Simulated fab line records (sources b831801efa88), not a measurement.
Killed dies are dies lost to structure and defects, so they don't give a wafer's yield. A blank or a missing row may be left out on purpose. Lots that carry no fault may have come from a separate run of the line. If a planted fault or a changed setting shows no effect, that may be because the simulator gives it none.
fab line records | flow gf180mcu
[record] lots = 6 | wafers = 18 | last_day = 34
route steps=602 shown V4@490
lots untouched by any fault: they come from a run of this same line in which no faults occurred
start_h: hours from the record's opening day to when the first of the lot's shown wafers began | wait_h: how many hours have passed since the lot's step before this one | " identical to the entry in the row above | L1.1+2: a single row standing in for several wafers | - no value, or no start given | * or withheld: withheld | < > ~ a bound
route shown NAME@n: NAME is a module with steps in the file, n the number in the route of the first one | usual: mean and standard deviation over wafers with no fault | same: alike in all rows | chamber/n: place in a boat | sites: readings site by site | _std_site: the standard deviation of these | _edge_site: outer sites' mean less inner sites' | radius_mm: how far each site lies from the wafer's centre | mask NAME#n: copy n | behind: the last tool/chamber to shape the wafer | hold: what put the lot on hold/how long, in hours/how the hold closed | device: whichever transistor did not switch (one of n, p or np) | end of line: the tests these same wafers got at the end of their route | step lacking rows: just its recipe | killed: dies lost to structure and defects at the first sort, not the wafer's yield | map: dies across one wafer; x = killed, . = not, _ = none there
set.NAME: the setting as run; set.NAME@STEP: as run at that earlier step | model.NAME: the simulator's own value behind a step, which no gauge read
a table for each step, a row for each wafer; lots at some steps of the route
services: a tool's chamber out of use, with start hour (start_h, from the record's first day; less than 0 if before it), hours out, and reason
[[steps]]
[step GF_V4_CD_MEAS_14]
[recipe] target_cd_nm = 260
[usual] cd_nm = 260.6/1.3
lot.wafer | tool      | chamber | start_h | wait_h | cd_nm
L591.2    | cd_sem-01 | -       | 595.00  | 0.1    | 258.5
L591.3    | "         | -       | "       | "      | 259.3
L591.6    | "         | -       | "       | "      | 257.9
L592.1    | cd_sem-02 | -       | 603.87  | 0.1    | 260.0
L592.2    | "         | -       | "       | "      | 259.4
L592.5    | "         | -       | "       | "      | 259.6
L600.1    | cd_sem-02 | -       | 661.89  | 0.1    | 261.1
L600.2    | "         | -       | "       | "      | 260.6
L600.4    | "         | -       | "       | "      | 260.1
L601.3    | cd_sem-02 | -       | 669.17  | 0.1    | 260.1
L601.4    | "         | -       | "       | "      | 260.3
L601.6    | "         | -       | "       | "      | 260.1
L609.2    | cd_sem-02 | -       | 729.30  | 0.1    | 261.9
L609.4    | "         | -       | "       | "      | 261.1
L609.6    | "         | -       | "       | "      | 262.0
L610.2    | cd_sem-02 | -       | 729.79  | 0.1    | 261.2
L610.4    | "         | -       | "       | "      | 260.9
L610.5    | "         | -       | "       | "      | 261.4
[step GF_V4_OVL_MEAS_15]
[usual] V4_OVL = -2/6
lot.wafer | tool       | chamber | start_h | wait_h | V4_OVL[nm]
L591.2    | overlay-01 | -       | 595.11  | 0.1    | 5
L591.3    | "          | -       | "       | "      | 2
L591.6    | "          | -       | "       | "      | 3
L592.1    | overlay-02 | -       | 603.99  | 0.1    | -10
L592.2    | "          | -       | "       | "      | -4
L592.5    | "          | -       | "       | "      | -7
L600.1    | overlay-01 | -       | 662.01  | 0.1    | -5
L600.2    | "          | -       | "       | "      | -11
L600.4    | "          | -       | "       | "      | -9
L601.3    | overlay-02 | -       | 669.26  | 0.1    | 5
L601.4    | "          | -       | "       | "      | 4
L601.6    | "          | -       | "       | "      | 7
L609.2    | overlay-01 | -       | 729.40  | 0.1    | -14
L609.4    | "          | -       | "       | "      | -9
L609.6    | "          | -       | "       | "      | -8
L610.2    | overlay-01 | -       | 729.90  | 0.1    | 1
L610.4    | "          | -       | "       | "      | 4
L610.5    | "          | -       | "       | "      | -2
[step GF_V4_ETCH_16]
[recipe] chemistry = N2/H2 | target_depth_a = withheld | overetch_a = withheld | time_s = withheld | target = BARC | ion_energy_ev = 200 | source_w = 500 | bias_w = 100 | pressure_mtorr = 30 | n2_flow_sccm = 100 | h2_flow_sccm = 200
[usual] chamber_pressure_mTorr = 30.001/0.027 | drypump_motor_current_A = 5.9/0.49 | oes_product_au = 0.855/0.0048 | throttle_valve_pct = 13.224/0.01
lot.wafer | tool        | chamber | start_h | wait_h | chamber_pressure_mTorr | drypump_motor_current_A | oes_product_au | throttle_valve_pct
L591.2    | rie_diel-03 | 2       | 595.14  | 0.0    | 29.984                 | 5.2                     | 0.856          | 13.224
L591.3    | "           | 0       | "       | "      | 29.990                 | 6.3                     | 0.858          | 13.227
L591.6    | "           | 3       | "       | "      | 29.989                 | 6.0                     | 0.856          | 13.225
L592.1    | rie_diel-01 | 3       | 604.02  | 0.0    | 30.027                 | 6.2                     | 0.857          | 13.225
L592.2    | "           | 1       | "       | "      | 30.008                 | 6.3                     | 0.855          | 13.226
L592.5    | "           | 3       | "       | "      | 30.062                 | 6.2                     | 0.848          | 13.211
L600.1    | rie_diel-01 | 2       | 662.05  | 0.0    | 29.983                 | 5.8                     | 0.846          | 13.230
L600.2    | "           | 0       | "       | "      | 29.957                 | 6.6                     | 0.849          | 13.220
L600.4    | "           | 0       | "       | "      | 30.004                 | 6.7                     | 0.851          | 13.226
L601.3    | rie_diel-03 | 1       | 669.29  | 0.0    | 30.053                 | 5.6                     | 0.857          | 13.224
L601.4    | "           | 2       | "       | "      | 29.977                 | 5.2                     | 0.849          | 13.230
L601.6    | "           | 1       | "       | "      | 30.039                 | 5.6                     | 0.858          | 13.217
L609.2    | rie_diel-02 | 1       | 729.43  | 0.0    | 29.992                 | 5.0                     | 0.855          | 13.226
L609.4    | "           | 0       | "       | "      | 30.011                 | 6.4                     | 0.860          | 13.228
L609.6    | "           | 3       | "       | "      | 29.962                 | 6.1                     | 0.861          | 13.222
L610.2    | rie_diel-01 | 2       | 729.93  | 0.0    | 30.015                 | 5.9                     | 0.857          | 13.223
L610.4    | "           | 0       | "       | "      | 30.014                 | 6.7                     | 0.852          | 13.227
L610.5    | "           | 2       | "       | "      | 30.042                 | 5.8                     | 0.846          | 13.236
[step GF_V4_ETCH_17]
[recipe] chemistry = C4F8/O2/Ar | mask_material = KrF | target = SiO2 | stop_on = TiN | source_w = 1500 | bias_w = 1200 | pressure_mtorr = 40 | c4f8_flow_sccm = withheld | O2_flow_sccm = 6 | Ar_flow_sccm = 300 | time_s = withheld | target_depth_a = 6300
[usual] chamber_pressure_mTorr = 40.00/0.034 | oes_product_au = 0.855/0.0042
lot.wafer | tool        | chamber | start_h | wait_h | chamber_pressure_mTorr | oes_product_au
L591.2    | rie_diel-03 | 2       | -       | -      | 40.02                  | 0.862
L591.3    | "           | 0       | "       | "      | 40.01                  | 0.860
L591.6    | "           | 3       | "       | "      | 39.97                  | 0.860
L592.1    | rie_diel-01 | 3       | -       | -      | 40.06                  | 0.852
L592.2    | "           | 1       | "       | "      | 39.95                  | 0.850
L592.5    | "           | 3       | "       | "      | 40.04                  | 0.857
L600.1    | rie_diel-01 | 2       | -       | -      | 39.99                  | 0.852
L600.2    | "           | 0       | "       | "      | 40.01                  | 0.863
L600.4    | "           | 0       | "       | "      | 39.98                  | 0.854
L601.3    | rie_diel-03 | 1       | -       | -      | 39.99                  | 0.857
L601.4    | "           | 2       | "       | "      | 39.97                  | 0.849
L601.6    | "           | 1       | "       | "      | 39.98                  | 0.848
L609.2    | rie_diel-02 | 1       | -       | -      | 39.99                  | 0.851
L609.4    | "           | 0       | "       | "      | 40.00                  | 0.854
L609.6    | "           | 3       | "       | "      | 40.02                  | 0.856
L610.2    | rie_diel-01 | 2       | -       | -      | 40.03                  | 0.852
L610.4    | "           | 0       | "       | "      | 39.98                  | 0.854
L610.5    | "           | 2       | "       | "      | 40.09                  | 0.854
[step GF_V4_STRIP_18]
[recipe] chemistry = O2/N2 | power_w = 1400 | pressure_mtorr = 1500 | platen_temp_c = 250 | o2_flow_sccm = 3000 | n2_flow_sccm = 300 | overash_fraction = 0.5
[step GF_V4_STRIP_19]
[recipe] chemistry = post_etch_residue_remover | time_s = 1200 | temp_c = 72.5
[step GF_V4_CLEAN_20]
[recipe] chemistry = DIW | dry = n2_spin
[step GF_V4_SPUTTER_21]
[recipe] material = Ti | target_thk_nm = 15 | chamber_pressure_pa = 5 | power_w = 2500 | substrate_temp_c = 200 | time_s = 80.02
[usual] throttle_valve_pct = 30.1/0.84
lot.wafer | tool           | chamber | start_h | wait_h | throttle_valve_pct
L591.2    | pvd_sputter-04 | -       | 595.80  | 0.0    | 30.5
L591.3    | "              | -       | "       | "      | 29.0
L591.6    | "              | -       | "       | "      | 31.1
L592.1    | pvd_sputter-02 | -       | 604.72  | 0.0    | 30.4
L592.2    | "              | -       | "       | "      | 29.0
L592.5    | "              | -       | "       | "      | 31.6
L600.1    | pvd_sputter-04 | -       | 662.84  | 0.0    | 29.3
L600.2    | "              | -       | "       | "      | 30.6
L600.4    | "              | -       | "       | "      | 30.5
L601.3    | pvd_sputter-04 | -       | 669.95  | 0.0    | 30.2
L601.4    | "              | -       | "       | "      | 31.0
L601.6    | "              | -       | "       | "      | 30.8
L609.2    | pvd_sputter-04 | -       | 730.10  | 0.0    | 30.1
L609.4    | "              | -       | "       | "      | 30.7
L609.6    | "              | -       | "       | "      | 30.9
L610.2    | pvd_sputter-04 | -       | 730.59  | 0.0    | 30.9
L610.4    | "              | -       | "       | "      | 30.6
L610.5    | "              | -       | "       | "      | 29.0
[step GF_V4_SPUTTER_22]
[recipe] material = TiN | target_thk_nm = 10 | chamber_pressure_pa = 5 | power_w = 4000 | time_s = 40
[usual] throttle_valve_pct = 30.1/0.85
lot.wafer | tool           | chamber | start_h | wait_h | throttle_valve_pct
L591.2    | pvd_sputter-04 | -       | 595.86  | 0.0    | 30.6
L591.3    | "              | -       | "       | "      | 29.1
L591.6    | "              | -       | "       | "      | 30.8
L592.1    | pvd_sputter-02 | -       | 604.78  | 0.0    | 30.2
L592.2    | "              | -       | "       | "      | 29.2
L592.5    | "              | -       | "       | "      | 31.8
L600.1    | pvd_sputter-04 | -       | 662.90  | 0.0    | 29.0
L600.2    | "              | -       | "       | "      | 30.5
L600.4    | "              | -       | "       | "      | 30.6
L601.3    | pvd_sputter-04 | -       | 670.01  | 0.0    | 30.2
L601.4    | "              | -       | "       | "      | 30.4
L601.6    | "              | -       | "       | "      | 30.8
L609.2    | pvd_sputter-04 | -       | 730.16  | 0.0    | 30.1
L609.4    | "              | -       | "       | "      | 30.5
L609.6    | "              | -       | "       | "      | 30.9
L610.2    | pvd_sputter-04 | -       | 730.65  | 0.0    | 30.8
L610.4    | "              | -       | "       | "      | 30.7
L610.5    | "              | -       | "       | "      | 29.3
[step GF_V4_CVD_23]
[recipe] material = W | target_thk_nm = 350 | time_s = 104.9 | temp_c = 400 | pressure_torr = 40
[usual] heater_power_w = 794/90
lot.wafer | tool     | chamber | start_h | wait_h | heater_power_w
L591.2    | cvd_w-01 | 1       | 595.90  | 0.0    | 781
L591.3    | "        | 1       | "       | "      | 803
L591.6    | "        | 1       | "       | "      | 800
L592.1    | cvd_w-01 | 1       | 604.82  | 0.0    | 817
L592.2    | "        | 0       | "       | "      | 936
L592.5    | "        | 1       | "       | "      | 797
L600.1    | cvd_w-01 | 0       | 662.94  | 0.0    | 936
L600.2    | "        | 1       | "       | "      | 807
L600.4    | "        | 0       | "       | "      | 908
L601.3    | cvd_w-02 | 1       | 670.09  | 0.1    | 675
L601.4    | "        | 0       | "       | "      | 825
L601.6    | "        | 0       | "       | "      | 818
L609.2    | cvd_w-02 | 0       | 730.20  | 0.0    | 814
L609.4    | "        | 0       | "       | "      | 837
L609.6    | "        | 0       | "       | "      | 806
L610.2    | cvd_w-02 | 0       | 730.69  | 0.0    | 784
L610.4    | "        | 1       | "       | "      | 646
L610.5    | "        | 0       | "       | "      | 814
[step GF_V4_RS_MEAS_24]
[recipe] thk_meas_gauge = four-point-probe | reads = W_of_V4_CVD_23+TiN_of_V4_SPUTTER_22+Ti_of_V4_SPUTTER_21
[usual] V4_W_RS = 0.325/0.0072
lot.wafer | tool          | chamber | start_h | wait_h | V4_W_RS[ohm/sq]
L591.2    | film_metro-03 | -       | 596.03  | 0.1    | 0.314
L591.3    | "             | -       | "       | "      | 0.314
L591.6    | "             | -       | "       | "      | 0.315
L592.1    | film_metro-01 | -       | 604.93  | 0.1    | 0.318
L592.2    | "             | -       | "       | "      | 0.326
L592.5    | "             | -       | "       | "      | 0.317
L600.1    | film_metro-03 | -       | 663.05  | 0.1    | 0.325
L600.2    | "             | -       | "       | "      | 0.318
L600.4    | "             | -       | "       | "      | 0.328
L601.3    | film_metro-04 | -       | 670.20  | 0.1    | 0.328
L601.4    | "             | -       | "       | "      | 0.336
L601.6    | "             | -       | "       | "      | 0.334
L609.2    | film_metro-04 | -       | 730.33  | 0.1    | 0.332
L609.4    | "             | -       | "       | "      | 0.335
L609.6    | "             | -       | "       | "      | 0.331
L610.2    | film_metro-03 | -       | 730.82  | 0.1    | 0.336
L610.4    | "             | -       | "       | "      | 0.333
L610.5    | "             | -       | "       | "      | 0.335
[step GF_V4_THK_MEAS_25]
[recipe] thk_meas_gauge = xrf | reads = W_of_V4_CVD_23
[usual] V4_W_THK = 360/8.9
lot.wafer | tool          | chamber | start_h | wait_h | V4_W_THK[nm]
L591.2    | film_metro-03 | -       | 596.14  | 0.1    | 376
L591.3    | "             | -       | "       | "      | 376
L591.6    | "             | -       | "       | "      | 375
L592.1    | film_metro-01 | -       | 605.05  | 0.1    | 369
L592.2    | "             | -       | "       | "      | 358
L592.5    | "             | -       | "       | "      | 371
L600.1    | film_metro-03 | -       | 663.17  | 0.1    | 361
L600.2    | "             | -       | "       | "      | 368
L600.4    | "             | -       | "       | "      | 356
L601.3    | film_metro-04 | -       | 670.30  | 0.1    | 354
L601.4    | "             | -       | "       | "      | 347
L601.6    | "             | -       | "       | "      | 348
L609.2    | film_metro-04 | -       | 730.44  | 0.1    | 351
L609.4    | "             | -       | "       | "      | 346
L609.6    | "             | -       | "       | "      | 353
L610.2    | film_metro-03 | -       | 730.93  | 0.1    | 348
L610.4    | "             | -       | "       | "      | 352
L610.5    | "             | -       | "       | "      | 349
[step GF_V4_CMP_26]
[recipe] stop_on = SiO2 | down_force_psi = 3.5 | platen_rpm = 60 | t_overpolish_s = 15 | target_thk_nm = 0 | pad_velocity_m_s = 0.94248
[usual] motor_current_A = 11.2/1.1 | overpolish_run_s = 15.001/0.0087 | time_to_endpoint_s = 85/5.1
[same] t_overpolish_s = 15
lot.wafer | tool   | chamber | start_h | wait_h | motor_current_A | overpolish_run_s | time_to_endpoint_s
L591.2    | cmp-01 | 1       | 596.19  | 0.0    | 10.5            | 15.003           | 86
L591.3    | "      | 2       | "       | "      | 9.9             | 15.007           | 79
L591.6    | "      | 2       | "       | "      | 10.7            | 15.009           | 78
L592.2    | cmp-02 | 0       | 605.16  | 0.1    | 12.8            | 14.995           | 89
L592.1    | "      | 1       | "       | "      | 9.1             | 15.010           | 84
L592.5    | "      | 3       | "       | "      | 11.2            | 14.991           | 83
L600.1    | cmp-01 | 1       | 663.31  | 0.1    | 10.5            | 0.052            | 131
L600.2    | "      | 2       | "       | "      | 10.2            | 0.033            | 133
L600.4    | "      | 3       | "       | "      | 12.9            | 0.038            | 130
L601.4    | cmp-01 | 0       | 670.39  | 0.1    | 11.9            | 0.045            | 128
L601.3    | "      | 1       | "       | "      | 11.5            | 0.042            | 130
L601.6    | "      | 3       | "       | "      | 12.7            | 0.037            | 128
L609.2    | cmp-02 | 1       | 730.82  | 0.4    | 9.4             | 15.009           | 81
L609.4    | "      | 3       | "       | "      | 10.9            | 14.994           | 74
L609.6    | "      | 0       | "       | "      | 12.0            | 15.007           | 84
L610.2    | cmp-02 | 1       | 731.42  | 0.5    | 9.6             | 15.005           | 75
L610.4    | "      | 2       | "       | "      | 9.4             | 15.009           | 82
L610.5    | "      | 0       | "       | "      | 12.8            | 14.993           | 84
[[services]]
tool           | chamber | start_h | hours | kind
cmp-02         | -       | 572.10  | 4.0   | pm
cmp-02         | -       | 607.67  | 1.3   | repair
rie_diel-03    | 1       | 608.13  | 2.5   | repair
cmp-02         | -       | 625.78  | 0.7   | repair
cmp-02         | -       | 632.92  | 0.8   | repair
cmp-02         | -       | 635.01  | 1.1   | repair
cmp-02         | -       | 636.63  | 1.9   | repair
cmp-02         | -       | 636.80  | 1.0   | repair
cmp-01         | -       | 637.03  | 2.4   | repair
rie_diel-01    | 0       | 637.56  | -     | clean
rie_diel-01    | 0       | 637.56  | 12.3  | scheduled_down
rie_diel-01    | 0       | 637.56  | 12.3  | vent_cycle
cvd_w-02       | -       | 640.76  | 6.0   | pm
cvd_w-01       | -       | 649.48  | 2.8   | pm
cmp-02         | -       | 669.74  | 5.6   | pm
cmp-02         | -       | 693.40  | 22.3  | pm
cvd_w-01       | -       | 710.05  | 0.2   | repair
cvd_w-01       | -       | 710.37  | 0.2   | repair
pvd_sputter-04 | -       | 713.02  | 7.0   | repair
cvd_w-01       | 1       | 715.05  | 21.8  | repair
rie_diel-01    | -       | 717.50  | 0.8   | repair
cmp-01         | -       | 723.04  | 1.0   | repair
cmp-02         | -       | 724.77  | 1.2   | repair
pvd_sputter-02 | -       | 727.29  | 4.4   | repair
[[key]]
[first_sign] step = GF_V4_CMP_26 | reading = overpolish_run_s | direction = down | sigmas = 99+ | usual = 15.001 | struck = 0.041
[effect] step = GF_V4_CMP_26 | reading = time_to_endpoint_s | direction = up | sigmas = 8.9 | usual = * | struck = *
met_at GF_V4_CMP_26
struck_wafers L600.1,L600.2,L600.4,L601.3,L601.4,L601.6
later_rows_left_out L600.1,L600.2,L600.4,L601.3,L601.4,L601.6
sort_left_out L600.1,L600.2,L600.4,L601.3,L601.4,L601.6
onset_between 596.19 663.31
[fault] kind = process_parameter_drift | tool = cmp-01 | chamber = - | onset_h = 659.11 | steps = GF_V4_CMP_26 | channel = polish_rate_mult | offset = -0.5 | shape = step | end_h = 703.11
// sort_left_out: the simulated sort isn't trusted on such a fault, so these wafers' sort isn't shown, and their yield isn't known
// later_rows_left_out: the simulator's readings of these wafers behind a module that went badly wrong aren't trusted and aren't shown, but for the sort
